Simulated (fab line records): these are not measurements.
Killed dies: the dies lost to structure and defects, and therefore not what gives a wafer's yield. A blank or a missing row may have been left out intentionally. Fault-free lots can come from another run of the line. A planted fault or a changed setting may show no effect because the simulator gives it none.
Matching of chambers	flow gf180mcu	4 sister chambers for GF_V5_ETCH_16 on rie_diel-02
The step etches BARC in N2/H2. 14 wafers are shown with their chamber, then 7 later ones without.

## EACH WAFER AND ITS CHAMBER
wafer	chamber	drypump_motor_current_A (A)	oes_product_au (a.u.)	throttle_valve_pct (%)
L074.1	3	6.4	0.861	13.225
L074.3	0	6.4	0.863	13.231
L074.5	0	6.4	0.850	13.218
L075.2	2	6.4	0.859	13.226
L075.3	3	6.4	0.855	13.214
L075.6	0	6.4	0.857	13.228
L076.1	1	5.5	0.861	13.227
L076.2	3	6.4	0.851	13.209
L076.3	2	6.5	0.862	13.227
L076.4	0	6.4	0.859	13.208
L076.5	3	6.4	0.848	13.212
L076.6	0	6.3	0.856	13.233
L078.1	0	6.4	0.852	13.225
L078.2	2	6.4	0.856	13.215

SIGNATURES (means of the wafers above)
reading	chamber 0	chamber 1	chamber 2	chamber 3	scatter within a chamber
drypump_motor_current_A	6.383	5.500	6.433	6.400	0.0387
oes_product_au	0.85617	0.86100	0.85900	0.85375	0.00473
throttle_valve_pct	13.22383	13.22700	13.22267	13.21500	0.00821
Rule: a wafer's distance from a chamber is the root of the sum, over the readings, of the square of ((its reading less the chamber's mean) divided by the reading's scatter). If the next closest chamber is less than 2 further off than the closest, the wafer can't be placed; otherwise it belongs to the closest. How the scatter is found: for the shown wafers, subtract from each reading the mean of its chamber, square and add these, divide the total by (wafers less chambers), then take the root.

## WAFERS WITHOUT THEIR CHAMBER
wafer	drypump_motor_current_A (A)	oes_product_au (a.u.)	throttle_valve_pct (%)
L078.5	5.5	0.855	13.228
L090.1	5.5	0.848	13.224
L090.2	6.5	0.843	13.236
L090.3	6.3	0.855	13.228
L095.1	5.5	0.845	13.252
L095.3	6.4	0.851	13.224
L095.5	6.4	0.849	13.229

## CHAMBER TAKEN BY EACH
wafer	from the rows above	in truth
L078.5	1	1
L090.1	1	1
L090.2	can't be placed: 2 or 3 or 0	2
L090.3	can't be placed: 0 or 3 or 2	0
L095.1	1	1
L095.3	can't be placed: 0 or 3 or 2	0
L095.5	can't be placed: 0 or 3 or 2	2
3 of 7 placed correctly. These rows do not allow placing 4 (true chamber among the candidates in 4). Wrongly placed: 0.
